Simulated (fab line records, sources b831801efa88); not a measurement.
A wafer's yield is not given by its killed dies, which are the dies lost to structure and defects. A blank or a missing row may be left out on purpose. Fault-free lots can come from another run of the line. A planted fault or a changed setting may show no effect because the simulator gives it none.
Chamber matching -- flow gf180mcu -- 4 sister chambers for GF_M5_ETCH_09 on rie diel-02
The step etches Si3N4 in CF4/O2, target depth 52 nm, time 11.6 s. 14 wafers are shown with their chamber, then 7 later ones without.

== EACH WAFER AND ITS CHAMBER ==
wafer,chamber,oes product au (a.u.),O2_flow_sccm (sccm),throttle valve pct (%)
L076.1,0,0.989,9.94,5.973
L076.4,2,0.997,9.97,5.964
L076.6,3,1.023,9.97,5.973
L079.3,0,1.000,10.01,5.979
L079.4,3,1.016,9.99,5.985
L079.5,0,0.996,9.95,5.964
L083.1,3,1.015,10.07,5.969
L083.2,0,0.995,10.04,5.971
L083.5,3,1.001,10.05,5.976
L088.1,0,1.011,9.95,5.957
L088.2,3,1.018,9.99,5.963
L088.5,2,0.996,9.99,5.973
L092.2,0,0.999,10.00,5.965
L092.4,1,0.996,9.95,5.973

SIGNATURES, as means of the wafers listed above
reading,chamber 0,chamber 1,chamber 2,chamber 3,scatter within a chamber
oes product au,0.99833,0.99600,0.99650,1.01460,0.00733
O2_flow_sccm,9.9817,9.9500,9.9800,10.0140,0.04
throttle valve pct,5.96817,5.97300,5.96850,5.97320,0.00781
Rule: for a wafer and a chamber, the distance is found by dividing, reading by reading, the gap between the wafer's reading and the chamber's mean by the reading's scatter, squaring, summing and taking the root. If the next closest chamber is less than 2 further off than the closest, the wafer can't be placed; otherwise it belongs to the closest. The scatter: take each reading less its chamber's mean, square it, sum over the shown wafers, divide by the number of wafers less the number of chambers, and take the root.

== WAFERS WHOSE CHAMBER IS MISSING ==
wafer,oes product au (a.u.),O2_flow_sccm (sccm),throttle valve pct (%)
L092.6,0.993,9.94,5.973
L094.1,0.993,10.06,5.969
L094.4,1.016,9.94,5.980
L094.5,0.985,9.96,5.983
L096.1,0.988,9.96,5.979
L096.3,1.022,10.02,5.981
L096.5,0.996,10.05,5.956

== EACH ONE'S CHAMBER ==
wafer,from the rows above,in truth
L092.6,can't be placed: 1 or 2 or 0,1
L094.1,can't be placed: 2 or 0 or 1 or 3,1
L094.4,can't be placed: 3 or 1 or 0 or 2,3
L094.5,can't be placed: 1 or 2 or 0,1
L096.1,can't be placed: 1 or 2 or 0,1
L096.3,3,3
L096.5,can't be placed: 0 or 2 or 1 or 3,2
Correctly placed: 1 of 7. These rows do not allow placing 6 (true chamber among the candidates in 6). 0 placed wrongly.
